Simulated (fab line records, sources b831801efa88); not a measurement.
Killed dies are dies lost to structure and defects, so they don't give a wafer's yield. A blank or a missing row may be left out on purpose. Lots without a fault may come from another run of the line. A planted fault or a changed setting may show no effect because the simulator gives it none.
fab line records | flow gf180mcu
record lots=6 wafers=18 last_day=34
route steps=602 shown DNWELL@38 NWELL@42 LVPWELL@55 MVSD@66 MVPSD@78
lots that met no fault: from a run of the same line without faults
start_h: hours from the record's first day to the start of the lot's first wafer shown | wait_h: hours since the lot's step before | " the same as in the row above | L1.1+2: a row that stands for several wafers | - no value, or no start given | * or withheld: withheld | < > ~ a bound
route shown NAME@n: a module of which the file shows steps, and the number in the route of the first | usual: mean/standard deviation of fault-free wafers | same: alike in all rows | chamber/n: place in a boat | sites: the reading at each site | _std_site: their standard deviation | _edge_site: outer sites' mean less inner sites' | radius_mm: how far each site lies from the wafer's centre | mask NAME#n: copy n | behind: the tool/chamber that last shaped the wafer | hold: why the lot was held/for how many hours/how that ended | device: the transistor (n, p or np) that didn't switch | end of line: the same wafers' tests at the end of the route | a step without rows: its recipe alone | killed: dies lost to structure and defects at the first sort, not the wafer's yield | map: a wafer's dies, x killed, . not, _ none there
set.NAME: the setting as run; set.NAME@STEP: as run at that earlier step | model.NAME: the simulator's own value behind a step, which no gauge read
lots at some steps of the route; a table a step, a row a wafer
services: from which hour (start_h, from the record's first day; less than 0 if before it) a tool's chamber was out of use, for how many hours, and why
## steps
# step GF_DNWELL_DEVELOP_06
# recipe wall_angle_deg=90 develop_time_s=60 dev_temp_c=23
# step GF_DNWELL_IMPLANT_07
# recipe species=P energy_kev=1500 dose_cm2=1e+13 tilt_deg=0
# step GF_DNWELL_STRIP_08
# recipe chemistry=O2/N2 power_w=1400 pressure_mtorr=1500 platen_temp_c=250 o2_flow_sccm=3000 n2_flow_sccm=300 overash_fraction=0.5
# usual drypump_motor_current_A=5.6/0.49 heater_power_w=324/32 oes_product_au=0.722/0.004 platen_temp_c=249.98/0.2 strip_time_to_endpoint_s=36.97/0.083
# columns lot.wafer tool chamber start_h wait_h drypump_motor_current_A heater_power_w oes_product_au platen_temp_c rf_hours_counter_h strip_time_to_endpoint_s
L284.3 plasma_asher-01 0 62.27 0.1 5.2 314 0.723 250.05 - 36.84
L284.4 " 1 " " 4.9 292 0.715 249.80 - 37.00
L284.6 " 1 " " 5.0 291 0.721 250.01 - 36.94
L287.1 plasma_asher-04 1 73.84 0.1 6.0 333 0.725 250.16 43 36.94
L287.2 " 0 " " 6.0 322 0.724 249.81 43 37.06
L287.5 " 1 " " 5.9 336 0.721 250.02 - 37.00
L295.1 plasma_asher-01 1 113.94 0.1 5.0 291 0.728 250.03 32 36.88
L295.2 " 0 " " 5.2 318 0.719 249.70 32 36.95
L295.4 " 0 " " 5.2 312 0.721 249.85 - 36.87
L296.1 plasma_asher-01 0 119.53 0.1 5.2 316 0.729 249.87 33 36.95
L296.5 " 0 " " 5.2 315 0.721 249.97 - 37.10
L296.6 " 1 " " 4.9 284 0.726 250.26 - 36.99
L300.2 plasma_asher-01 1 139.69 0.1 5.0 289 0.718 250.04 35 37.09
L300.4 " 1 " " 4.9 293 0.722 250.11 - 37.12
L300.5 " 1 " " 5.0 295 0.718 250.17 - 37.10
L304.1 plasma_asher-04 1 161.68 0.1 6.0 334 0.723 250.25 53 36.87
L304.2 " 0 " " 6.0 329 0.718 250.10 53 37.00
L304.5 " 0 " " 6.0 323 0.722 249.71 - 36.98
# step GF_DNWELL_TW_MEAS_09
# usual DNWELL_TW=1345/12
# columns lot.wafer tool chamber start_h wait_h DNWELL_TW
L284.3 film_metro-04 - 62.36 0.1 1346
L284.4 " - " " 1342
L284.6 " - " " 1351
L287.1 film_metro-04 - 73.94 0.1 1337
L287.2 " - " " 1343
L287.5 " - " " 1340
L295.1 film_metro-03 - 114.04 0.1 1359
L295.2 " - " " 1358
L295.4 " - " " 1354
L296.1 film_metro-03 - 119.63 0.1 1344
L296.5 " - " " 1344
L296.6 " - " " 1337
L300.2 film_metro-04 - 139.80 0.1 1344
L300.4 " - " " 1337
L300.5 " - " " 1343
L304.1 film_metro-02 - 161.78 0.1 1325
L304.2 " - " " 1332
L304.5 " - " " 1330
# step GF_NWELL_DEHYDRATE_00
# recipe temp_c=200 time_s=60
# step GF_NWELL_HMDS_01
# recipe prime_time_s=60 prime_temp_c=120
# step GF_NWELL_COAT_02
# recipe spin_rpm=2000 resist_thk_nm=3000
# step GF_NWELL_SOFTBAKE_03
# recipe temp_c=110 time_s=withheld
# step GF_NWELL_EXPOSE_04
# recipe mask_id=Nwell target_cd_nm=860 na=0.6 source_shape=conventional sigma_outer=0.6 dose_mj=260
# step GF_NWELL_PEB_05
# recipe temp_c=115 time_s=withheld
# step GF_NWELL_DEVELOP_06
# recipe wall_angle_deg=90 develop_time_s=60 dev_temp_c=23
# step GF_NWELL_OVL_MEAS_07
# usual NWELL_OVL=0.6/1.6
# columns lot.wafer tool chamber start_h wait_h NWELL_OVL[nm]
L284.3 overlay-02 - 75.05 - 0.9
L284.4 " - " " -0.1
L284.6 " - " " 1.2
L287.1 overlay-02 - 86.34 - 3.1
L287.2 " - " " 3.9
L287.5 " - " " 4.0
L295.1 overlay-02 - 126.54 - -1.7
L295.2 " - " " -2.1
L295.4 " - " " -1.6
L296.1 overlay-02 - 133.54 - 1.1
L296.5 " - " " 1.0
L296.6 " - " " 1.7
L300.2 overlay-02 - 154.19 - -0.5
L300.4 " - " " 2.7
L300.5 " - " " -0.2
L304.1 overlay-01 - 177.44 - -0.6
L304.2 " - " " -0.2
L304.5 " - " " 0.5
# step GF_NWELL_IMPLANT_08
# recipe species=P energy_kev=450 dose_cm2=1.5e+13 tilt_deg=0
# usual tilt_deg=-0.003/0.021
# columns lot.wafer tool chamber start_h wait_h tilt_deg
L284.3 implanter-04 0 75.12 0.1 -0.022
L284.4 " 0 " " -0.023
L284.6 " 0 " " 0.002
L287.1 implanter-03 0 86.37 0.0 -0.005
L287.2 " 0 " " -0.018
L287.5 " 0 " " -0.011
L295.1 implanter-04 0 126.57 0.0 3.881
L295.2 " 0 " " 3.876
L295.4 " 0 " " 3.881
L296.1 implanter-04 0 133.57 0.0 3.962
L296.5 " 0 " " 3.926
L296.6 " 0 " " 3.906
L300.2 implanter-02 0 154.25 0.0 -0.006
L300.4 " 0 " " -0.025
L300.5 " 0 " " 0.009
L304.1 implanter-03 0 177.47 0.0 0.005
L304.2 " 0 " " 0.002
L304.5 " 0 " " 0.052
# step GF_NWELL_IMPLANT_09
# recipe species=P energy_kev=160 dose_cm2=4e+12 tilt_deg=0
# step GF_NWELL_STRIP_10
# recipe chemistry=O2/N2 power_w=1400 pressure_mtorr=1500 platen_temp_c=250 o2_flow_sccm=3000 n2_flow_sccm=300 overash_fraction=0.5
# usual drypump_motor_current_A=6.05/0.077 heater_power_w=347/29 oes_product_au=0.723/0.0045 platen_temp_c=249.97/0.18 strip_time_to_endpoint_s=36.99/0.11
# columns lot.wafer tool chamber start_h wait_h drypump_motor_current_A heater_power_w oes_product_au platen_temp_c rf_hours_counter_h strip_time_to_endpoint_s
L284.3 plasma_asher-04 1 75.41 0.1 5.98 335 0.719 249.94 - 36.95
L284.4 " 0 " " 6.03 328 0.728 250.08 - 36.86
L284.6 " 1 " " 5.97 337 0.723 249.83 - 36.96
L287.1 plasma_asher-04 1 86.67 0.1 5.96 324 0.728 249.80 45 36.85
L287.2 " 0 " " 6.00 330 0.725 250.06 45 36.94
L287.5 " 0 " " 6.03 335 0.727 250.02 - 36.96
L295.1 plasma_asher-03 0 126.87 0.1 6.11 337 0.728 250.08 47 36.99
L295.2 " 1 " " 6.05 342 0.727 250.03 47 36.97
L295.4 " 1 " " 6.04 341 0.719 250.13 - 37.09
L296.1 plasma_asher-04 0 133.87 0.1 6.03 332 0.719 249.87 50 37.23
L296.5 " 0 " " 6.01 322 0.728 249.95 - 37.11
L296.6 " 1 " " 5.98 332 0.720 249.76 - 37.19
L300.2 plasma_asher-03 1 154.52 0.1 5.99 351 0.720 250.08 50 37.04
L300.4 " 1 " " 6.03 354 0.728 250.11 - 37.11
L300.5 " 0 " " 6.10 346 0.722 249.82 - 37.22
L304.1 plasma_asher-03 0 177.77 0.1 6.12 339 0.721 249.84 53 36.87
L304.2 " 1 " " 6.00 345 0.724 250.03 53 36.96
L304.5 " 0 " " 6.12 331 0.720 249.99 - 37.00
# step GF_NWELL_TW_MEAS_11
# usual NWELL_TW=1573/14
# columns lot.wafer tool chamber start_h wait_h hold NWELL_TW
L284.3 film_metro-01 - 75.49 0.1 - 1580
L284.4 " - " " - 1580
L284.6 " - " " - 1587
L287.1 film_metro-01 - 86.77 0.1 - 1581
L287.2 " - " " - 1575
L287.5 " - " " - 1584
L295.1 film_metro-01 - 126.97 0.1 await_dispo/0.2h/release 1736
L295.2 " - " " await_dispo/0.2h/release 1734
L295.4 " - " " await_dispo/0.2h/release 1729
L295.1 film_metro-01 - 127.26 0.3 - 1741
L295.2 " - " " - 1734
L295.4 " - " " - 1740
L296.1 film_metro-01 - 133.97 0.1 await_dispo/0.2h/release 1734
L296.5 " - " " await_dispo/0.2h/release 1730
L296.6 " - " " await_dispo/0.2h/release 1730
L296.1 film_metro-01 - 134.20 0.2 - 1730
L296.5 " - " " - 1721
L296.6 " - " " - 1736
L300.2 film_metro-03 - 154.63 0.1 - 1592
L300.4 " - " " - 1582
L300.5 " - " " - 1596
L304.1 film_metro-03 - 177.87 0.1 - 1585
L304.2 " - " " - 1581
L304.5 " - " " - 1584
# step GF_LVPWELL_HMDS_01
# recipe prime_time_s=60 prime_temp_c=120
# step GF_LVPWELL_COAT_02
# recipe spin_rpm=2000 resist_thk_nm=3000
# step GF_LVPWELL_SOFTBAKE_03
# recipe temp_c=110 time_s=withheld
# step GF_LVPWELL_EXPOSE_04
# recipe mask_id=LVPWELL target_cd_nm=600 na=0.6 source_shape=conventional sigma_outer=0.6 dose_mj=260
# step GF_LVPWELL_PEB_05
# recipe temp_c=115 time_s=withheld
# step GF_LVPWELL_DEVELOP_06
# recipe wall_angle_deg=90 develop_time_s=60 dev_temp_c=23
# step GF_LVPWELL_OVL_MEAS_07
# usual LVPWELL_OVL=-0.1/1.1
# columns lot.wafer tool chamber start_h wait_h LVPWELL_OVL[nm]
L284.3 overlay-01 - 88.26 - -0.5
L284.4 " - " " 2.2
L284.6 " - " " -1.8
L287.1 overlay-01 - 99.29 - -1.0
L287.2 " - " " -0.1
L287.5 " - " " 0.1
L295.1 overlay-01 - 140.29 - -0.9
L295.2 " - " " 0.8
L295.4 " - " " -0.5
L296.1 overlay-01 - 147.79 - -0.9
L296.5 " - " " -1.6
L296.6 " - " " -1.5
L300.2 overlay-02 - 169.39 - -0.5
L300.4 " - " " -1.8
L300.5 " - " " -0.2
L304.1 overlay-02 - 192.59 - -0.5
L304.2 " - " " -1.0
L304.5 " - " " -0.6
# step GF_LVPWELL_IMPLANT_08
# recipe species=B energy_kev=170 dose_cm2=1.5e+13 tilt_deg=0
# step GF_LVPWELL_IMPLANT_09
# recipe species=B energy_kev=60 dose_cm2=5e+12 tilt_deg=0
# step GF_LVPWELL_STRIP_10
# recipe chemistry=O2/N2 power_w=1400 pressure_mtorr=1500 platen_temp_c=250 o2_flow_sccm=3000 n2_flow_sccm=300 overash_fraction=0.5
# usual drypump_motor_current_A=5.6/0.51 heater_power_w=331/37 oes_product_au=0.723/0.0042 platen_temp_c=250.02/0.18 strip_time_to_endpoint_s=36.95/0.097
# columns lot.wafer tool chamber start_h wait_h drypump_motor_current_A heater_power_w oes_product_au platen_temp_c rf_hours_counter_h strip_time_to_endpoint_s
L284.3 plasma_asher-01 1 88.61 0.1 5.0 293 0.721 249.73 - 36.94
L284.4 " 0 " " 5.2 312 0.722 250.05 - 36.97
L284.6 " 0 " " 5.2 319 0.720 250.10 - 37.11
L287.1 plasma_asher-03 1 99.63 0.1 6.0 354 0.727 249.78 44 36.99
L287.2 " 0 " " 6.1 342 0.726 250.23 44 37.08
L287.5 " 1 " " 6.0 342 0.724 250.03 - 36.94
L295.1 plasma_asher-01 1 140.62 0.1 5.0 290 0.716 250.17 35 37.19
L295.2 " 0 " " 5.2 311 0.719 250.04 35 37.06
L295.4 " 1 " " 4.9 291 0.722 249.82 - 36.97
L296.1 plasma_asher-01 1 148.13 0.1 4.9 289 0.723 250.24 35 37.02
L296.5 " 0 " " 5.2 310 0.726 249.69 - 36.90
L296.6 " 1 " " 4.9 290 0.736 249.93 - 36.88
L300.2 plasma_asher-01 0 169.72 0.1 5.2 321 0.724 249.79 38 36.99
L300.4 " 1 " " 5.0 294 0.721 250.27 - 36.86
L300.5 " 0 " " 5.2 313 0.726 250.19 - 37.03
L304.1 plasma_asher-01 1 192.93 0.1 5.0 292 0.720 250.20 40 36.85
L304.2 " 0 " " 5.2 319 0.720 250.16 40 36.83
L304.5 " 0 " " 5.2 320 0.716 250.04 - 36.88
# step GF_LVPWELL_TW_MEAS_11
# usual LVPWELL_TW=559/5.3
# columns lot.wafer tool chamber start_h wait_h LVPWELL_TW
L284.3 film_metro-02 - 88.70 0.1 554
L284.4 " - " " 553
L284.6 " - " " 552
L287.1 film_metro-02 - 99.73 0.1 556
L287.2 " - " " 554
L287.5 " - " " 554
L295.1 film_metro-03 - 140.72 0.1 561
L295.2 " - " " 562
L295.4 " - " " 566
L296.1 film_metro-03 - 148.23 0.1 563
L296.5 " - " " 562
L296.6 " - " " 560
L300.2 film_metro-03 - 169.83 0.1 566
L300.4 " - " " 561
L300.5 " - " " 562
L304.1 film_metro-03 - 193.03 0.1 565
L304.2 " - " " 563
L304.5 " - " " 564
# step GF_MVSD_DEHYDRATE_00
# recipe temp_c=200 time_s=60
# step GF_MVSD_HMDS_01
# recipe prime_time_s=60 prime_temp_c=120
# step GF_MVSD_COAT_02
# recipe spin_rpm=2000 resist_thk_nm=3000
# step GF_MVSD_SOFTBAKE_03
# recipe temp_c=110 time_s=withheld
# step GF_MVSD_EXPOSE_04
# recipe mask_id=MVSD target_cd_nm=1000 na=0.6 source_shape=conventional sigma_outer=0.6 dose_mj=260
# step GF_MVSD_PEB_05
# recipe temp_c=115 time_s=withheld
# step GF_MVSD_DEVELOP_06
# recipe wall_angle_deg=90 develop_time_s=60 dev_temp_c=23
# step GF_MVSD_OVL_MEAS_07
# usual MVSD_OVL=-0.6/1.3
# columns lot.wafer tool chamber start_h wait_h MVSD_OVL[nm]
L284.3 overlay-01 - 101.46 - -4.4
L284.4 " - " " -4.8
L284.6 " - " " -2.7
L287.1 overlay-02 - 112.24 - 0.5
L287.2 " - " " -1.5
L287.5 " - " " -0.6
L295.1 overlay-02 - 155.09 - -0.1
L295.2 " - " " -1.1
L295.4 " - " " 0.3
L296.1 overlay-01 - 162.63 - -0.5
L296.5 " - " " -0.5
L296.6 " - " " -1.9
L300.2 overlay-01 - 183.99 - -1.2
L300.4 " - " " 0.2
L300.5 " - " " 0.0
L304.1 overlay-02 - 209.03 - -1.0
L304.2 " - " " -0.6
L304.5 " - " " -1.0
# step GF_MVSD_IMPLANT_08
# recipe species=P energy_kev=400 dose_cm2=1.6e+13 tilt_deg=0
# step GF_MVSD_IMPLANT_09
# recipe species=P energy_kev=100 dose_cm2=5e+12 tilt_deg=0
# step GF_MVSD_STRIP_10
# recipe chemistry=O2/N2 power_w=1400 pressure_mtorr=1500 platen_temp_c=250 o2_flow_sccm=3000 n2_flow_sccm=300 overash_fraction=0.5
# usual drypump_motor_current_A=5.5/0.48 heater_power_w=319/20 oes_product_au=0.723/0.0045 platen_temp_c=249.98/0.17 strip_time_to_endpoint_s=36.93/0.1
# columns lot.wafer tool chamber start_h wait_h drypump_motor_current_A heater_power_w oes_product_au platen_temp_c rf_hours_counter_h strip_time_to_endpoint_s
L284.3 plasma_asher-04 0 101.81 0.1 6.0 330 0.729 249.98 - 36.83
L284.4 " 1 " " 6.0 335 0.716 250.12 - 36.80
L284.6 " 1 " " 6.0 338 0.723 250.05 - 36.74
L287.1 plasma_asher-04 0 112.58 0.1 6.0 331 0.731 250.08 48 37.00
L287.2 " 1 " " 5.9 330 0.726 249.96 48 36.99
L287.5 " 0 " " 6.0 335 0.723 250.12 - 36.96
L295.1 plasma_asher-04 1 155.42 0.1 6.0 342 0.714 250.24 52 36.75
L295.2 " 0 " " 6.0 322 0.721 249.91 52 36.74
L295.4 " 1 " " 5.9 332 0.721 250.20 - 36.75
L296.1 plasma_asher-01 1 162.97 0.1 5.0 297 0.724 249.83 37 37.09
L296.5 " 0 " " 5.2 315 0.725 250.16 - 37.10
L296.6 " 1 " " 5.0 297 0.728 249.94 - 37.02
L300.2 plasma_asher-04 1 184.32 0.1 6.0 340 0.719 250.14 56 36.79
L300.4 " 0 " " 6.0 323 0.715 249.76 - 36.84
L300.5 " 1 " " 6.0 325 0.720 249.96 - 36.89
L304.1 plasma_asher-03 1 209.37 0.1 6.0 346 0.730 250.17 56 36.93
L304.2 " 0 " " 6.1 343 0.727 249.73 56 36.84
L304.5 " 1 " " 6.0 351 0.721 250.33 - 36.90
# step GF_MVSD_TW_MEAS_11
# usual MVSD_TW=1576/15
# columns lot.wafer tool chamber start_h wait_h MVSD_TW
L284.3 film_metro-01 - 101.90 0.1 1590
L284.4 " - " " 1591
L284.6 " - " " 1581
L287.1 film_metro-01 - 112.68 0.1 1583
L287.2 " - " " 1586
L287.5 " - " " 1592
L295.1 film_metro-02 - 155.52 0.1 1556
L295.2 " - " " 1563
L295.4 " - " " 1547
L296.1 film_metro-03 - 163.07 0.1 1583
L296.5 " - " " 1589
L296.6 " - " " 1587
L300.2 film_metro-02 - 184.43 0.1 1553
L300.4 " - " " 1548
L300.5 " - " " 1557
L304.1 film_metro-02 - 209.47 0.1 1551
L304.2 " - " " 1554
L304.5 " - " " 1552
# step GF_MVPSD_DEHYDRATE_00
# recipe temp_c=200 time_s=60
# step GF_MVPSD_HMDS_01
# recipe prime_time_s=60 prime_temp_c=120
# step GF_VT_IMPLANT_RS_MEAS_47
# recipe thk_meas_gauge=four-point-probe
# usual NWELL_RS=488.3/1.2
# columns lot.wafer tool chamber start_h wait_h hold NWELL_RS[ohm/sq]
L284.3 film_metro-02 - 173.38 0.1 - 488.1
L284.4 " - " " - 487.6
L284.6 " - " " - 487.3
L287.1 film_metro-03 - 184.55 0.1 - 490.3
L287.2 " - " " - 488.4
L287.5 " - " " - 488.1
L295.1 film_metro-03 - 234.06 0.1 await_dispo/0.2h/release 640.0
L295.2 " - " " await_dispo/0.2h/release 641.8
L295.4 " - " " await_dispo/0.2h/release 642.2
L295.1 film_metro-03 - 234.42 0.3 - 641.8
L295.2 " - " " - 642.5
L295.4 " - " " - 642.2
L296.1 film_metro-03 - 244.26 0.1 await_dispo/0.2h/release 642.1
L296.5 " - " " await_dispo/0.2h/release 641.7
L296.6 " - " " await_dispo/0.2h/release 643.4
L296.1 film_metro-03 - 244.62 0.3 - 640.4
L296.5 " - " " - 641.3
L296.6 " - " " - 641.8
L300.2 film_metro-03 - 268.27 0.1 - 489.9
L300.4 " - " " - 489.3
L300.5 " - " " - 489.1
L304.1 film_metro-03 - 297.01 0.1 - 489.1
L304.2 " - " " - 489.7
L304.5 " - " " - 489.3
## services
# columns tool chamber start_h hours kind
implanter-04 - 41.24 1.4 repair
implanter-04 - 45.02 4.6 repair
implanter-03 - 54.08 4.3 pm
plasma_asher-04 - 64.37 1.3 repair
implanter-04 - 80.01 6.7 repair
implanter-02 - 97.76 3.4 repair
plasma_asher-03 - 103.55 2.8 pm
implanter-04 - 112.27 5.1 repair
implanter-02 - 117.62 1.6 repair
plasma_asher-01 - 131.84 0.9 repair
implanter-02 - 136.19 0.9 repair
implanter-02 - 147.30 3.9 pm
implanter-04 - 161.02 1.1 repair
implanter-03 - 163.24 2.1 repair
plasma_asher-01 - 199.65 7.3 repair
## key
first_sign step=GF_NWELL_IMPLANT_08 reading=tilt_deg direction=up sigmas=99+ usual=-0.003 struck=3.905
effect step=GF_NWELL_TW_MEAS_11 reading=visit direction=added
effect step=GF_NWELL_TW_MEAS_11 reading=NWELL_TW direction=up sigmas=12 usual=1573 struck=1732
effect step=GF_VT_IMPLANT_RS_MEAS_47 reading=NWELL_RS direction=up sigmas=99+ usual=488.3 struck=641.9
met_at GF_NWELL_IMPLANT_08
struck_wafers L295.1,L295.2,L295.4,L296.1,L296.5,L296.6
scrapped_behind GF_VT_IMPLANT_RS_MEAS_47 L295.1,L295.2,L295.4,L296.1,L296.5,L296.6
onset_between 75.12 126.57
fault kind=process_parameter_drift tool=implanter-04 chamber=- onset_h=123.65 steps=GF_NWELL_IMPLANT_08 channel=tilt_deg offset=3.9016 shape=step end_h=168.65 acts_in=these_recipes_only stated=0
